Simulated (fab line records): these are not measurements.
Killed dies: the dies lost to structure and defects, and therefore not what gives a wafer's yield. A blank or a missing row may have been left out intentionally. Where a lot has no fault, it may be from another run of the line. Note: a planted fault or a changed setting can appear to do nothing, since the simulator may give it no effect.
Which tool was responsible? | flow sfq-line | 42 wafers from 14 lots sampled at 5 of the route's 325 steps

== WHAT THE GAUGES READ, wafer by wafer ==
SFQ_M3_RS_MEAS_919: a four-point-probe measurement. Usual: M3_NB_RS 0.886 ohm/sq, standard deviation 0.012.
lot  | measured     | on            | M3_NB_RS (ohm/sq) | flag
L977 | day 34 19:46 | film-metro-03 | 0.880 0.870 0.880 |
L980 | day 35 04:20 | film-metro-02 | 0.899 0.891 0.896 |
L981 | day 35 06:31 | film-metro-03 | 0.889 0.881 0.897 |
L982 | day 35 10:07 | film-metro-03 | 0.907 0.905 0.886 |
L983 | day 35 11:19 | film-metro-03 | 0.873 0.881 0.887 |
L985 | day 35 17:19 | film-metro-02 | 0.893 0.887 0.896 |
L986 | day 35 19:07 | film-metro-02 | 0.897 0.883 0.883 |
L993 | day 42 19:15 | film-metro-04 | 0.893 0.891 0.892 |
L994 | day 43 03:04 | film-metro-03 | 0.881 0.876 0.885 |
L996 | day 44 21:59 | film-metro-02 | 0.879 0.894 0.884 |
L997 | day 45 17:14 | film-metro-03 | 0.895 0.874 0.902 |
L998 | day 46 00:26 | film-metro-02 | 0.899 0.903 0.903 |
L999 | day 46 14:38 | film-metro-03 | 0.878 0.900 0.867 |
L100 | day 47 06:21 | film-metro-02 | 0.889 0.885 0.881 |

== EACH LOT AND THE TOOL THAT RAN IT (in order: tool; ch and the chambers of the sampled wafers; start) ==
lot  | SFQ_TRILAYER_L0_STRIP_STRIP_009  | SFQ_TRILAYER_I0_CMP_CMP_028   | SFQ_TRILAYER_I0_METRO_MEASURE_029 | SFQ_TRILAYER_I0_VIA_ETCH_VIA_ETCH_034
L977 | rie-metal-03 ch 0,1, day 4 07:49 | cmp-02 ch 0,2,3, day 10 19:15 | film-metro-02, day 10 21:52       | rie-diel-04 ch 1,2,3, day 15 18:38
L980 | rie-metal-04 ch 0,1, day 4 22:13 | cmp-02 ch 0,2,3, day 12 12:38 | film-metro-01, day 12 15:45       | rie-diel-02 ch 0,3, day 18 05:41
L981 | rie-metal-04 ch 0,1, day 5 05:03 | cmp-01 ch 1,3, day 12 21:58   | film-metro-04, day 13 00:35       | rie-diel-02 ch 0,2, day 18 15:17
L982 | rie-metal-03 ch 0,1, day 5 09:51 | cmp-02 ch 1,2,3, day 13 07:28 | film-metro-01, day 13 10:35       | rie-diel-04 ch 0,2, day 19 02:34
L983 | rie-metal-02 ch 0,1, day 5 11:03 | cmp-02 ch 0,2,3, day 13 17:28 | film-metro-02, day 13 19:35       | rie-diel-03 ch 0,3, day 19 15:44
L985 | rie-metal-04 ch 0,1, day 5 18:15 | cmp-02 ch 0,1,3, day 14 06:35 | film-metro-01, day 14 09:43       | rie-diel-02 ch 1,2,3, day 19 21:52
L986 | rie-metal-02 ch 0,1, day 5 23:03 | cmp-02 ch 0,1,2, day 14 11:23 | film-metro-02, day 14 14:31       | rie-diel-02 ch 0,1,2, day 20 14:40
L993 | rie-metal-03 ch 1, day 8 03:02   | cmp-01 ch 2,3, day 17 17:29   | film-metro-04, day 17 20:49       | rie-diel-03 ch 1,2, day 23 02:53
L994 | rie-metal-02 ch 1, day 8 08:44   | cmp-02 ch 0,1,2, day 18 08:21 | film-metro-02, day 18 11:40       | rie-diel-02 ch 1,3, day 23 09:01
L996 | rie-metal-03 ch 1, day 9 01:04   | cmp-01 ch 1,3, day 18 23:59   | film-metro-04, day 19 03:01       | rie-diel-03 ch 0,1,2, day 25 11:32
L997 | rie-metal-02 ch 0,1, day 9 06:33 | cmp-02 ch 0,1,2, day 19 20:55 | film-metro-02, day 19 23:02       | rie-diel-02 ch 0,1,3, day 26 12:40
L998 | rie-metal-04 ch 0,1, day 9 11:59 | cmp-01 ch 1,2,3, day 20 10:16 | film-metro-04, day 20 13:23       | rie-diel-03 ch 0,1,2, day 27 03:18
L999 | rie-metal-04 ch 0,1, day 9 15:22 | cmp-02 ch 0,2,3, day 20 15:38 | film-metro-02, day 20 18:57       | rie-diel-03 ch 0,3, day 27 09:18
L100 | rie-metal-03 ch 1, day 9 21:22   | cmp-02 ch 0,1,2, day 20 23:22 | film-metro-02, day 21 02:11       | rie-diel-02 ch 0,3, day 27 15:18
- SFQ_TRILAYER_L0_STRIP_STRIP_009: strips in O2.
- SFQ_TRILAYER_I0_CMP_CMP_028: polishes SiO2.
- SFQ_TRILAYER_I0_METRO_MEASURE_029
- SFQ_TRILAYER_I0_VIA_ETCH_VIA_ETCH_034: etches SiO2 in CHF3, stops on Nb, target depth 260 nm.

== WHAT THE TOOLS THEMSELVES READ (means of the sampled wafers that have a number; where no wafer has one, the mark that the record gives instead) ==
SFQ_TRILAYER_L0_STRIP_STRIP_009. Usual: drypump-motor-current-A 5.9 A, standard deviation 0.41; oes-product-au 0.999 a.u., standard deviation 0.012; platen-temp-c 40.00 C, standard deviation 0.1.
lot  | tool         | drypump-motor-current-A (A) | oes-product-au (a.u.) | platen-temp-c (C) | flag
L977 | rie-metal-03 | 6.3                         | 0.997                 | 40.03             |
L980 | rie-metal-04 | 5.7                         | 0.986                 | 39.94             |
L981 | rie-metal-04 | 5.6                         | 0.983                 | 40.01             |
L982 | rie-metal-03 | 6.5                         | 1.015                 | 40.03             |
L983 | rie-metal-02 | 5.7                         | 1.002                 | 39.95             |
L985 | rie-metal-04 | 5.7                         | 0.983                 | 40.04             |
L986 | rie-metal-02 | 5.7                         | 1.005                 | 40.01             |
L993 | rie-metal-03 | 6.6                         | 1.002                 | 40.06             |
L994 | rie-metal-02 | 6.2                         | 1.010                 | 39.99             |
L996 | rie-metal-03 | 6.6                         | 1.004                 | 40.05             |
L997 | rie-metal-02 | 5.9                         | 1.007                 | 40.01             |
L998 | rie-metal-04 | 5.6                         | 0.988                 | 40.06             |
L999 | rie-metal-04 | 5.6                         | 0.990                 | 40.01             |
L100 | rie-metal-03 | 6.6                         | 1.002                 | 40.03             |

SFQ_TRILAYER_I0_CMP_CMP_028. Usual: motor-current-A 9.9 A, standard deviation 0.52; time-to-endpoint-s 213 s, standard deviation 7.2.
lot  | tool   | motor-current-A (A) | time-to-endpoint-s (s) | flag
L977 | cmp-02 | 9.9                 | 214                    |
L980 | cmp-02 | 9.9                 | 212                    |
L981 | cmp-01 | 9.5                 | 211                    |
L982 | cmp-02 | 10.1                | 213                    |
L983 | cmp-02 | 9.8                 | 211                    |
L985 | cmp-02 | 9.6                 | 203                    |
L986 | cmp-02 | 10.1                | 206                    |
L993 | cmp-01 | 9.9                 | 209                    |
L994 | cmp-02 | 10.0                | 211                    |
L996 | cmp-01 | 9.7                 | 216                    |
L997 | cmp-02 | 10.1                | 206                    |
L998 | cmp-01 | 9.9                 | 210                    |
L999 | cmp-02 | 9.9                 | 219                    |
L100 | cmp-02 | 10.1                | 215                    |

SFQ_TRILAYER_I0_METRO_MEASURE_029. Usual: thk-nm 200.0 nm, standard deviation 1.2.
lot  | tool          | thk-nm (nm) | flag
L977 | film-metro-02 | 200.6       |
L980 | film-metro-01 | 199.3       |
L981 | film-metro-04 | 198.7       |
L982 | film-metro-01 | 199.8       |
L983 | film-metro-02 | 197.4       |
L985 | film-metro-01 | 206.1       | OFF
L986 | film-metro-02 | 205.6       | OFF
L993 | film-metro-04 | 198.5       |
L994 | film-metro-02 | 200.4       |
L996 | film-metro-04 | 200.6       |
L997 | film-metro-02 | 200.2       |
L998 | film-metro-04 | 199.5       |
L999 | film-metro-02 | 200.9       |
L100 | film-metro-02 | 199.9       |

SFQ_TRILAYER_I0_VIA_ETCH_VIA_ETCH_034. Usual: drypump-motor-current-A 5.6 A, standard deviation 0.31; oes-product-au 0.855 a.u., standard deviation 0.0056.
lot  | tool        | drypump-motor-current-A (A) | oes-product-au (a.u.) | flag
L977 | rie-diel-04 | 5.5                         | 0.853                 |
L980 | rie-diel-02 | 5.6                         | 0.847                 |
L981 | rie-diel-02 | 5.5                         | 0.854                 |
L982 | rie-diel-04 | 5.4                         | 0.852                 |
L983 | rie-diel-03 | 5.3                         | 0.850                 |
L985 | rie-diel-02 | 5.7                         | 0.867                 |
L986 | rie-diel-02 | 5.6                         | 0.870                 |
L993 | rie-diel-03 | 5.7                         | 0.853                 |
L994 | rie-diel-02 | 5.8                         | 0.854                 |
L996 | rie-diel-03 | 5.6                         | 0.857                 |
L997 | rie-diel-02 | 5.7                         | 0.855                 |
L998 | rie-diel-03 | 5.6                         | 0.855                 |
L999 | rie-diel-03 | 5.3                         | 0.855                 |
L100 | rie-diel-02 | 5.7                         | 0.857                 |

== THE ANSWER, worked out from the rows above alone ==
Rule: take the mean of a lot's wafers that have a number; if it is more than 3 standard deviations from the usual mean, the lot is off. A lot without any number at a reading at which 4 lots or more have one is off too. The other lots that the step has rows for count as sound. Order of review: gauges by route order, followed by the tools' own readings, for which a lot's mean as printed above is used. At the first step where some lot is off, the reading lying furthest off is the one used; lots without a number count as furthest.
Off: L985, L986 (SFQ_TRILAYER_I0_METRO_MEASURE_029, thk-nm).
If a tool, at that step or one of the process steps before it, ran each lot that is off and ran no sound lot following the first of them, it fits. None of those tried fits.

== WHAT THE SIMULATOR HAD PUT IN ==
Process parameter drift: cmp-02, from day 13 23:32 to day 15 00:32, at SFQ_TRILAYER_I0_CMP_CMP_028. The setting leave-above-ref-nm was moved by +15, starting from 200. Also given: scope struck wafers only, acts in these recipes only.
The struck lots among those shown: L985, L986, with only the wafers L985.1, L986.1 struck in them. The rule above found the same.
